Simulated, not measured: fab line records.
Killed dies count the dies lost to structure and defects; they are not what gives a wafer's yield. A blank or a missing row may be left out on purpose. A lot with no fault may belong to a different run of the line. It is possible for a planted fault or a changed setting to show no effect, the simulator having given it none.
Struck lot and sound lot, side by side ; flow gf180mcu ; 16 out of 602 route steps
Sound: wafers L256.2, L256.3, L256.4. Struck: wafer L251.1 (L251.5, L251.6, from the same lot, were not struck and are left out); the cause is given at the end.
Each step with rows lists, per side, the tool, then ch with its chambers, then its first start. Under that, the readings that differ: sound wafers ; struck wafers ; difference of the means ; sigmas: that difference in standard deviations of wafers without a fault.
alike: a reading whose means differ by less than 2 such deviations, as well as words and numbers matching on both sides. not compared: withheld readings; readings where some wafer has no value; bounds like >300 that might hide an equal value; numbers whose values overlap and for which the record gives no deviation.
The two part at a step that has a row with sigmas, a row that says differs or no value, or rows on one side only. Numbers that have no deviation but don't overlap get no sigmas and don't part them. Lack of a reading on every wafer of one side parts them only where that side has two or more wafers.

GF_POLY_GATE_ETCH_13: etches poly-Si in HBr/Cl2, stops on SiO2, target depth 198.5 nm, time 69.6 s.
  sound on rie si-01 ch 0,1,2, day 13 21:11; struck on rie si-02 ch 3, day 12 05:13
reading;sound;struck;difference;sigmas
rf hours counter h (h);34 5 28;58;+36;
  alike: chamber pressure mTorr, drypump motor current A, oes product au, throttle valve pct
GF_POLY_GATE_STRIP_14: strips in O2/N2.
  sound on plasma asher-04 ch 0,1, day 13 21:14; struck on plasma asher-03 ch 1, day 12 05:17
  alike: chamber pressure mTorr, drypump motor current A, heater power w, n2 flow sccm, oes product au
  not compared: rf hours counter h
then, 2 steps without rows for these wafers: GF_POLY_GATE_CLEAN_15 (cleans in SC1/SC2, time 150 s); GF_POLY_GATE_OXIDATION_16 (stabilise 600 s, purge 300 s, target thk 4 nm).
GF_POLY_GATE_THK_MEAS_17:
  sound: film metro-02 at day 13 22:38; struck: film metro-02 at day 12 06:41
  alike: POLY_GATE_OXIDATION_THK
GF_POLY_GATE_CD_MEAS_18:
  sound: cd sem-01 at day 13 22:43; struck: cd sem-01 at day 12 06:44
  alike: cd nm
then, 6 steps without rows for these wafers: GF_HV_LDD_DEHYDRATE_00 (time 60 s); GF_HV_LDD_HMDS_01 (prime time 60 s); GF_HV_LDD_COAT_02 (resist thk 1000 nm); GF_HV_LDD_SOFTBAKE_03 (time 60 s); GF_HV_LDD_EXPOSE_04 (exposes mask Nplus LV AREA, target cd 400 nm); GF_HV_LDD_PEB_05.
GF_HV_LDD_DEVELOP_06: develop time 60 s.
  sound on litho track-01 ch 0, day 14 19:20; struck on litho track-04 ch 0, day 13 02:25
GF_HV_LDD_CD_MEAS_07: the cd target is 400 nm.
  sound: cd sem-01 at day 14 19:29; struck: cd sem-02 at day 13 02:34
reading;sound;struck;difference;sigmas
cd nm (nm);397.5 396.4 395.8;307.4;-89.2;-42
GF_HV_LDD_OVL_MEAS_08:
  sound: overlay-02 at day 14 19:35; struck: overlay-01 at day 13 02:41
  alike: HV_LDD_OVL
GF_PASSIVATION_PROBE_99:
  the record holds rows for the sound wafers here (prober-02, day 33 09:16) but none for the struck ones

== WHERE THEY PART ==
Earliest at GF_HV_LDD_CD_MEAS_07; latest, in this record, at GF_PASSIVATION_PROBE_99.

WHY: the cause the simulator had injected
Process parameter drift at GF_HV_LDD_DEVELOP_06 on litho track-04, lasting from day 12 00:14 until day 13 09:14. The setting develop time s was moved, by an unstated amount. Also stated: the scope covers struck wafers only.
